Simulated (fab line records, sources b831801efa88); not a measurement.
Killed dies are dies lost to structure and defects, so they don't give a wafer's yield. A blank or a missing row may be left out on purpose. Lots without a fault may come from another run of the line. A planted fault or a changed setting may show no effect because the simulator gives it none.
Which tool did it? | flow sky130 | 11 lots, 33 wafers sampled, at 5 steps of a route of 708

WHAT THE GAUGES READ, wafer by wafer
SKY_POLY_GATE_CD_MEAS_13: target cd 150 nm.
lot  | measured     | on        | cd_nm (nm)
L284 | day 15 23:01 | cd_sem-01 | 150.2 152.6 150.1
L285 | day 16 14:10 | cd_sem-02 | 148.5 149.0 149.8
L286 | day 17 00:23 | cd_sem-01 | 147.5 148.1 148.7
L291 | day 19 05:29 | cd_sem-01 | 148.4 149.1 149.5
L292 | day 19 07:46 | cd_sem-01 | 152.1 152.1 154.0
L293 | day 20 12:49 | cd_sem-02 | 152.1 151.7 152.8
L302 | day 23 10:55 | cd_sem-01 | 149.0 148.9 150.0
L303 | day 23 11:35 | cd_sem-02 | 150.2 150.1 148.9
L304 | day 23 18:22 | cd_sem-01 | 148.5 147.6 149.5
L306 | day 24 13:02 | cd_sem-01 | 150.7 150.6 150.3
L307 | day 24 21:07 | cd_sem-01 | 152.2 152.7 152.4

SKY_LDD_LDN_OVL_MEAS_07.
lot  | measured     | on         | LDD_LDN_OVL (nm)
L284 | day 22 10:26 | overlay-01 | -2.6 -0.4 -1.3
L285 | day 23 03:07 | overlay-01 | 1.6 -0.4 -0.6
L286 | day 23 16:35 | overlay-01 | -4.2 -0.8 -2.3
L291 | day 25 15:23 | overlay-01 | -2.3 -1.7 -0.8
L292 | day 25 18:02 | overlay-01 | -0.8 -1.7 -0.4
L293 | day 26 19:23 | overlay-02 | -2.1 -0.1 0.6
L302 | day 29 07:59 | overlay-01 | 0.3 0.7 -0.5
L303 | day 29 08:50 | overlay-01 | -1.1 0.2 -1.1
L304 | day 29 15:40 | overlay-02 | -3.6 -1.9 -2.2
L306 | day 30 08:55 | overlay-01 | -1.2 -1.9 -2.2
L307 | day 30 17:55 | overlay-02 | -0.3 0.7 0.3

SKY_SPACER_THK_MEAS_01.
lot  | measured     | on            | SPACER_CVD_00_THK (nm)
L284 | day 22 12:29 | film_metro-01 | 43.7 43.5 43.8
L285 | day 23 05:12 | film_metro-04 | 42.7 42.3 42.4
L286 | day 23 19:14 | film_metro-01 | 43.1 43.2 43.4
L291 | day 25 17:55 | film_metro-04 | 43.5 43.9 43.6
L292 | day 25 20:26 | film_metro-02 | 38.7 38.2 38.4
L293 | day 26 21:26 | film_metro-04 | 38.2 38.2 38.0
L302 | day 29 10:02 | film_metro-04 | 43.3 43.1 42.9
L303 | day 29 12:17 | film_metro-01 | 43.1 43.0 43.5
L304 | day 29 19:26 | film_metro-01 | 42.6 42.8 42.1
L306 | day 30 10:58 | film_metro-02 | 43.2 43.2 43.2
L307 | day 30 19:58 | film_metro-04 | 43.4 43.3 43.1

WHICH TOOL RAN EACH LOT (tool, then ch and the chambers of the sampled wafers, then the start)
lot  | SKY_LDD_LDN_STRIP_12                 | SKY_SPACER_CVD_00
L284 | plasma_asher-02 ch 1, day 22 11:04   | lpcvd-02 ch 1, day 22 11:17
L285 | plasma_asher-02 ch 0,1, day 23 03:46 | lpcvd-02 ch 1, day 23 04:00
L286 | plasma_asher-04 ch 0,1, day 23 17:13 | lpcvd-02 ch 0, day 23 17:26
L291 | plasma_asher-01 ch 0,1, day 25 16:01 | lpcvd-02 ch 1, day 25 16:43
L292 | plasma_asher-02 ch 0,1, day 25 18:40 | lpcvd-02 ch 1, day 25 19:13
L293 | plasma_asher-04 ch 0,1, day 26 20:01 | lpcvd-02 ch 1, day 26 20:14
L302 | plasma_asher-02 ch 0,1, day 29 08:37 | lpcvd-02 ch 0, day 29 08:50
L303 | plasma_asher-04 ch 0,1, day 29 09:28 | lpcvd-02 ch 0, day 29 11:05
L304 | plasma_asher-01 ch 0,1, day 29 16:19 | lpcvd-02 ch 0, day 29 18:14
L306 | plasma_asher-04 ch 0,1, day 30 09:34 | lpcvd-02 ch 0, day 30 09:46
L307 | plasma_asher-04 ch 1, day 30 18:34   | lpcvd-02 ch 0, day 30 18:46
- SKY_LDD_LDN_STRIP_12: strips in O2/N2.
- SKY_SPACER_CVD_00: deposits Si3N4 from DCS/NH3, target thk 43.1 nm, time 740 s.

WHAT THE TOOLS THEMSELVES READ (means of the sampled wafers that have a number; where no wafer has one, the mark that the record gives instead)
SKY_LDD_LDN_STRIP_12.
lot  | tool            | drypump_motor_current_A (A) | oes_product_au (a.u.) | strip_time_to_endpoint_s (s)
L284 | plasma_asher-02 | 5.9                         | 0.718                 | 14.18
L285 | plasma_asher-02 | 6.0                         | 0.716                 | 14.27
L286 | plasma_asher-04 | 6.3                         | 0.713                 | 14.27
L291 | plasma_asher-01 | 5.3                         | 0.717                 | 14.18
L292 | plasma_asher-02 | 6.1                         | 0.721                 | 14.16
L293 | plasma_asher-04 | 5.8                         | 0.714                 | 14.19
L302 | plasma_asher-02 | 6.2                         | 0.714                 | 14.13
L303 | plasma_asher-04 | 5.8                         | 0.715                 | 14.21
L304 | plasma_asher-01 | 5.4                         | 0.715                 | 14.17
L306 | plasma_asher-04 | 5.8                         | 0.718                 | 14.17
L307 | plasma_asher-04 | 5.3                         | 0.712                 | 14.09

SKY_SPACER_CVD_00.
lot  | tool     | spike_tc_upper_C (C)
L284 | lpcvd-02 | 767.3
L285 | lpcvd-02 | 768.5
L286 | lpcvd-02 | 770.6
L291 | lpcvd-02 | 769.8
L292 | lpcvd-02 | 768.8
L293 | lpcvd-02 | 768.2
L302 | lpcvd-02 | 769.5
L303 | lpcvd-02 | 770.9
L304 | lpcvd-02 | 769.6
L306 | lpcvd-02 | 770.0
L307 | lpcvd-02 | 770.0

THE ANSWER, worked out from the rows above alone
Rule: what is usual is taken from the lots themselves. Put in order of their means at a reading, lots are off if they are a third of the lots or fewer, leave a main group of 4 or more, and stand apart from it by a gap of 3 or more times the standard deviation of the main group's means; of several such gaps the widest counts. A main group whose means are all the same, to the digits that the tables above print for the reading, isn't used. A lot without any number at a reading at which 4 lots or more have one is off too. The other lots that the step has rows for count as sound. The gauges are gone through in route order, then the tools' own readings, and for those a lot's mean is taken as printed above. The first step at which some lot is off is used, and at that step the reading that is off furthest; a lot without a number counts as furthest.
Off: L292, L293, at SKY_SPACER_THK_MEAS_01 (SPACER_CVD_00_THK). The main group: mean 43.1 nm, standard deviation 0.4.
A tool fits if, at a process step before that reading, it ran every lot that is off, and no sound lot after the first of them. The gauges at SKY_SPACER_THK_MEAS_01 are tried like those tools. None of those tried fits.

WHAT THE SIMULATOR HAD PUT IN
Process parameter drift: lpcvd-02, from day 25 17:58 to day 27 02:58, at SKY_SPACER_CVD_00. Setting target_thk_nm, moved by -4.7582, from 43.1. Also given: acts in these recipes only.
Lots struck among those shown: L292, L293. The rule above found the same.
